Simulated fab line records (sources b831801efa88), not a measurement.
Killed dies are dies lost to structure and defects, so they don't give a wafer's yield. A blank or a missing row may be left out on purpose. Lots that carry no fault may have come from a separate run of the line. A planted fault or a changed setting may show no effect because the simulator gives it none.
8D (eight disciplines) problem report, filled in by code    flow sky130    the parts of the form that need people (team, actions taken, sign-off) are left out

== 1. THE ISSUE ==
Mean SD_N_RS at SKY_SD_N_RS_MEAS_16: 67.80 ohm/sq over 6 wafers in 2 lots; fault-free wafers: 68.60 ohm/sq, standard deviation 0.12. That puts it -6.6 standard deviations away from the usual mean.
The step: measures by four-point-probe.
First observed at day 31 10:49: wafer L963.3, on filmMetro-04. The record has a number at this step for 33 wafers belonging to 11 lots. Rule for "out" (also "out of limits"): further than 4 standard deviations from the usual mean. Any other wafer with a number is counted as sound.

== 2. WHAT IT IS; WHAT IT IS NOT ==
question                     is                          is not
which readings at this step  SD_N_RS                     -
which lots                   L963, L967                  L953, L954, L955, L956, L959, L960, L968, L975, L976
which wafers of those lots   all that have a number      -
read on which gauges         filmMetro-02, filmMetro-04  filmMetro-03
when                         from day 31 10:49           up to then (18 sound wafers); but 9 sound wafers of L968, L975, L976 came after

== 3. SUSPECTS, AND WHAT RULES EACH OUT ==
Counting: a tool stays on the suspect list if, at a process step up to the reading, it processed all lots that are out and no sound lot following the first of them.
- ruled out: the gauge at SKY_SD_N_RS_MEAS_16. Those wafers that are out were read across 2 gauges (filmMetro-02, filmMetro-04).
- rieDiel-02 at SKY_POLY_CUT_ETCH_10 (etches BARC in N2/H2, stops on SiO2, time 45.9 s, target depth 60 nm): ruled out as a lasting fault. The sound lots L968, L976 went through it after L963, its earliest lot that is out (day 27 21:48).
- implanter-04 at SKY_SD_N_IMPLANT_09: ruled out as a lasting fault. The sound lots L976 went through it after L963, its earliest lot that is out (day 31 10:08).
Left after counting: nothing in the record.

== 4. THE CAUSE (what the simulator had put in) ==
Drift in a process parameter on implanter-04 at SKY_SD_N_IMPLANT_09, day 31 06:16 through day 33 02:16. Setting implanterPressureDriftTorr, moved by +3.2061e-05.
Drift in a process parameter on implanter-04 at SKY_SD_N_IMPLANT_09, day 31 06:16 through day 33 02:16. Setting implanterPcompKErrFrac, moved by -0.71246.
It was ruled out by counting, in error; the rule expects a fault to strike all lots run on its tool from its start on, and this fault did not.

== 5. THE EFFECT CHAIN, in route order ==
Rows list readings where the struck wafers' mean (over those with a number) sits beyond 3 standard deviations from the usual. Readings are gone through only where the record gives a usual standard deviation; hours: the median, over the lots, of the time from a lot's start at the first step in this table giving one to that lot's start at this step; sigmas: the change measured in usual standard deviations.
hours  step                 reading                 usual          on struck wafers  change     sigmas
0      SKY_SD_N_IMPLANT_09  endStationPressureTorr  1.32e-05 Torr  4.69e-05          +3.37e-05  +38
0      SKY_SD_N_STRIP_11    stripTimeToEndpointS    22.54 s        22.91             +0.37      +8.7
1      SKY_SD_N_RS_MEAS_16  SD_N_RS                 68.60 ohm/sq   67.80             -0.80      -6.6
Here are the process steps it includes:
- SKY_SD_N_IMPLANT_09
- SKY_SD_N_STRIP_11: strips in O2/N2.
Later measuring or inspecting steps at which every struck wafer that the step has a row for has a number for every such reading, and none has moved that far: SKY_LI_CONTACT_BOW_MEAS_03.

== 6. HOW IT WOULD HAVE BEEN CAUGHT EARLIER ==
Counted from the fault's start at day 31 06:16, it took 5 hours until the first out-of-limits reading at a measuring or inspecting step in this record, taken at day 31 10:49.
Tool's own readings at SKY_SD_N_IMPLANT_09, endStationPressureTorr: out on all struck wafers the step has rows for; an alarm limit on them would have tripped on the first.
